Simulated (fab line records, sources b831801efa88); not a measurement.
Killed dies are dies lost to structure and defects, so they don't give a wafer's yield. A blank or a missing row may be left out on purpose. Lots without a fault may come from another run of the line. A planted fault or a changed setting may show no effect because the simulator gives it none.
Tool commonality check | flow gf180mcu | 10 lots, 30 wafers sampled

WHY IT WAS OPENED
At GF_V2_RS_MEAS_24 the reading V2_W_RS is flagged on 2 of 10 lots. Wafers without a fault read 0.324 ohm/sq, standard deviation 0.0032.
Rule: a lot is flagged when every wafer of it that has a number lies more than 4 standard deviations from that mean, or none has a number. The other lots count as sound.

lot  | measured     | on            | V2_W_RS (ohm/sq), wafer by wafer | flag
L968 | day 20 11:14 | film_metro-04 | 0.325 0.323 0.320                |
L969 | day 20 23:13 | film_metro-01 | 0.324 0.323 0.323                |
L971 | day 21 14:34 | film_metro-01 | 0.328 0.324 0.327                |
L984 | day 26 02:47 | film_metro-01 | 0.609 0.595 0.602                | FLAGGED
L985 | day 26 12:50 | film_metro-04 | 0.602 0.615 0.594                | FLAGGED
L986 | day 26 16:30 | film_metro-04 | 0.324 0.324 0.321                |
L987 | day 26 21:39 | film_metro-01 | 0.325 0.325 0.324                |
L989 | day 27 11:14 | film_metro-01 | 0.316 0.319 0.325                |
L990 | day 27 16:13 | film_metro-04 | 0.330 0.326 0.322                |
L991 | day 28 01:21 | film_metro-04 | 0.326 0.335 0.327                |
The numbers of the flagged lots are 0.603 ohm/sq on average: +0.279 ohm/sq against the usual, or +87 standard deviations.

WHICH TOOL RAN EACH LOT
The record holds 3 process steps before the reading, out of a route of 602 steps. In each cell: the tool, then ch and the chambers that the sampled wafers went through, then the start.
lot  | flag    | GF_V2_SOFTBAKE_10                            | GF_V2_SPUTTER_22             | GF_V2_CVD_23
L968 |         | litho_track-04 ch 0, day 20 11:05 or earlier | pvd_sputter-03, day 20 11:05 | cvd_w-02 ch 0,1, day 20 11:07
L969 |         | litho_track-01 ch 0, day 20 23:04 or earlier | pvd_sputter-02, day 20 23:04 | cvd_w-01 ch 0,1, day 20 23:06
L971 |         | litho_track-01 ch 0, day 21 14:25 or earlier | pvd_sputter-03, day 21 14:25 | cvd_w-01 ch 0,1, day 21 14:27
L984 | FLAGGED | litho_track-03 ch 0, day 26 02:37 or earlier | pvd_sputter-04, day 26 02:37 | cvd_w-01 ch 0,1, day 26 02:39
L985 | FLAGGED | litho_track-03 ch 0, day 26 12:41 or earlier | pvd_sputter-04, day 26 12:41 | cvd_w-01 ch 0,1, day 26 12:43
L986 |         | litho_track-04 ch 0, day 26 16:21 or earlier | pvd_sputter-04, day 26 16:21 | cvd_w-02 ch 1, day 26 16:23
L987 |         | litho_track-03 ch 0, day 26 21:29 or earlier | pvd_sputter-02, day 26 21:29 | cvd_w-02 ch 0,1, day 26 21:31
L989 |         | litho_track-01 ch 0, day 27 11:05 or earlier | pvd_sputter-03, day 27 11:05 | cvd_w-02 ch 0, day 27 11:08
L990 |         | litho_track-03 ch 0, day 27 16:04 or earlier | pvd_sputter-03, day 27 16:04 | cvd_w-02 ch 0,1, day 27 16:07
L991 |         | litho_track-01 ch 0, day 28 01:04 or earlier | pvd_sputter-04, day 28 01:04 | cvd_w-02 ch 0,1, day 28 01:09
What these steps do:
- GF_V2_SOFTBAKE_10: time 61.56 s.
- GF_V2_SPUTTER_22: material TiN, target thk 10 nm, time 40 s.
- GF_V2_CVD_23: deposits W, target thk 350 nm, time 104.94 s.
- GF_V2_RS_MEAS_24: measures by four-point-probe.

FLAGGED OVER TOTAL, TOOL BY TOOL (the gauges that took the reading come last)
step              | tool           | lots run | flagged | share of the flagged lots | sound lots run after its first flagged lot
GF_V2_SOFTBAKE_10 | litho_track-01 | 4        | 0       | none                      | -
GF_V2_SOFTBAKE_10 | litho_track-03 | 4        | 2       | all                       | 2 (L987,L990)
GF_V2_SOFTBAKE_10 | litho_track-04 | 2        | 0       | none                      | -
GF_V2_SPUTTER_22  | pvd_sputter-02 | 2        | 0       | none                      | -
GF_V2_SPUTTER_22  | pvd_sputter-03 | 4        | 0       | none                      | -
GF_V2_SPUTTER_22  | pvd_sputter-04 | 4        | 2       | all                       | 2 (L986,L991)
GF_V2_CVD_23      | cvd_w-01       | 4        | 2       | all                       | 0
GF_V2_CVD_23      | cvd_w-02       | 6        | 0       | none                      | -
GF_V2_RS_MEAS_24  | film_metro-01  | 5        | 1       | some                      | 2 (L987,L989)
GF_V2_RS_MEAS_24  | film_metro-04  | 5        | 1       | some                      | 3 (L986,L990,L991)
GF_V2_SOFTBAKE_10 gives no start for some lots, so the hours and the order of its lots are those of GF_V2_SPUTTER_22.

WHAT THE TABLE ALLOWS
3 rows of the table ran every flagged lot: litho_track-03 at GF_V2_SOFTBAKE_10, pvd_sputter-04 at GF_V2_SPUTTER_22, cvd_w-01 at GF_V2_CVD_23.
- litho_track-03 at GF_V2_SOFTBAKE_10: 2 of its 4 lots flagged. Sound lots ran on it after the first flagged one (L987, L990), which a lasting fault on the whole tool wouldn't allow.
- pvd_sputter-04 at GF_V2_SPUTTER_22: 2 of its 4 lots flagged. Sound lots ran on it after the first flagged one (L986, L991), which a lasting fault on the whole tool wouldn't allow.
- cvd_w-01 at GF_V2_CVD_23: 2 of its 4 lots flagged. Its last sound lot is L971 (day 21 14:27), its first flagged lot L984 (day 26 02:39): a fault that began between those two fits.
One tool is left: cvd_w-01 at GF_V2_CVD_23.

WHAT THE SIMULATOR HAD PUT IN
Process parameter drift: cvd_w-01, from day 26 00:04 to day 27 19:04, at GF_V2_CVD_23. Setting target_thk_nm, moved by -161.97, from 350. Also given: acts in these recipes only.
Lots struck among those shown: L984, L985. The rule above found the same.
